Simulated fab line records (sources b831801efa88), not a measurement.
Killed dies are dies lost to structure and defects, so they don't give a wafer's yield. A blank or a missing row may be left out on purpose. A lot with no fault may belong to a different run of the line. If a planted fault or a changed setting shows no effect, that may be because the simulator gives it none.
Which tool did it? ; flow gf180mcu ; 7 lots with 21 wafers sampled at 2 steps, on a route of 602 steps

## WHAT EACH GAUGE READ, for each wafer
GF_NWELL_TW_MEAS_11.
lot;measured;on;NWELL_TW
L926;day 4 00:50;film metro-04;1561 1551 1559
L930;day 4 22:49;film metro-01;1564 1563 1572
L933;day 5 15:38;film metro-02;1564 1565 1552
L938;day 6 19:38;film metro-04;1550 1550 1558
L940;day 7 06:23;film metro-04;1545 1537 1544
L942;day 7 17:06;film metro-04;1419 1416 1416 1418 1417 1418
L946;day 8 13:20;film metro-01;1565 1564 1564

## WHAT TOOL EACH LOT RAN ON (gives the tool, then ch and the chambers of the sampled wafers, and finally the start)
lot;GF_NWELL_IMPLANT_08
L926;implanter-02 ch 0, day 4 00:28
L930;implanter-03 ch 0, day 4 22:26
L933;implanter-04 ch 0, day 5 15:16
L938;implanter-04 ch 0, day 6 19:14
L940;implanter-02 ch 0, day 7 06:01
L942;implanter-03 ch 0, day 7 16:42
L946;implanter-02 ch 0, day 8 12:56
- GF_NWELL_IMPLANT_08

## THE ANSWER, worked out from the rows above alone
Rule: what is usual is taken from the lots themselves. Put in order of their means at a reading, lots are off if they are a third of the lots or fewer, leave a main group of 4 or more, and stand apart from it by a gap of 3 or more times the standard deviation of the main group's means; of several such gaps the widest counts. A main group whose means are all the same, to the digits that the tables above print for the reading, isn't used. Also off: a lot with no number at a reading for which 4 or more lots have one. Any other lot the step has rows for is counted as sound.
Off: L942, seen at GF_NWELL_TW_MEAS_11 (NWELL_TW). For the main group the mean is 1557 and the standard deviation 8.1.
A tool fits if, at a process step before that reading, it ran every lot that is off, and no sound lot after the first of them. Gauges at GF_NWELL_TW_MEAS_11: tried the same way as those tools. This does not decide it: 2 tools fit, namely implanter-03 at GF_NWELL_IMPLANT_08 and film metro-04 at GF_NWELL_TW_MEAS_11.

## WHAT THE SIMULATOR HAD INSERTED
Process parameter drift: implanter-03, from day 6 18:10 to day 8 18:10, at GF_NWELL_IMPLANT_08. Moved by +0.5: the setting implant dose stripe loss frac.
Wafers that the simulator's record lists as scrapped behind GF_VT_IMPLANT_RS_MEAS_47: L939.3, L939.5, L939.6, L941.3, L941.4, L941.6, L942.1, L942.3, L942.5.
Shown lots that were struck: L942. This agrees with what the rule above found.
